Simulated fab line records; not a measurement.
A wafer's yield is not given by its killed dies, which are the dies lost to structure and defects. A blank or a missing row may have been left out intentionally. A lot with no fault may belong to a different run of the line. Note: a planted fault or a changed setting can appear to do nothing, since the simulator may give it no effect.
Which tool is to blame? / flow gf180mcu / 18 wafers from 6 lots sampled at 2 of the route's 602 steps

== WHAT EACH GAUGE READ, for each wafer ==
GF_PSD_RS_MEAS_14: a four-point-probe measurement.
lot=L539; measured=day 15 04:45; on=filmMetro-04; NSD_RS (ohm/sq)=46.19 46.21 46.19
lot=L542; measured=day 15 17:31; on=filmMetro-02; NSD_RS (ohm/sq)=46.54 46.07 46.19
lot=L552; measured=day 19 10:14; on=filmMetro-04; NSD_RS (ohm/sq)=46.18 46.11 46.21
lot=L554; measured=day 20 06:29; on=filmMetro-04; NSD_RS (ohm/sq)=46.21 46.20 46.23
lot=L557; measured=day 21 11:04; on=filmMetro-01; NSD_RS (ohm/sq)=46.04 46.02 46.10
lot=L560; measured=day 22 06:32; on=filmMetro-04; NSD_RS (ohm/sq)=46.18 46.11 46.16

== WHICH TOOL RAN EACH LOT (tool, then ch and the chambers of the sampled wafers, then the start) ==
lot=L539; GF_PSD_RTA_13=rtpAnneal-02 ch 0, day 15 04:40
lot=L542; GF_PSD_RTA_13=rtpAnneal-02 ch 0, day 15 17:25
lot=L552; GF_PSD_RTA_13=rtpAnneal-01 ch 0, day 19 10:08
lot=L554; GF_PSD_RTA_13=rtpAnneal-02 ch 0, day 20 06:24
lot=L557; GF_PSD_RTA_13=rtpAnneal-02 ch 0, day 21 10:58
lot=L560; GF_PSD_RTA_13=rtpAnneal-01 ch 0, day 22 06:23
- GF_PSD_RTA_13: time 20 s.

== THE ANSWER, worked out from the rows above alone ==
Rule: usual is defined by the lots themselves. The widest of any qualifying gaps counts: lots, ordered by their means at a reading, are off when they make up no more than a third of the lots, leave a main group of 4 or more, and stand apart from it by 3 or more times the standard deviation of that group's means. A main group is skipped when, at the precision printed for the reading in the tables above, its means are all equal. A lot without any number at a reading at which 4 lots or more have one is off too. Where the step has rows for the other lots, those lots are counted as sound.
Across all readings shown, no lot is off: no conclusion can be drawn from this.

== WHAT HAD BEEN PUT IN BY THE SIMULATOR ==
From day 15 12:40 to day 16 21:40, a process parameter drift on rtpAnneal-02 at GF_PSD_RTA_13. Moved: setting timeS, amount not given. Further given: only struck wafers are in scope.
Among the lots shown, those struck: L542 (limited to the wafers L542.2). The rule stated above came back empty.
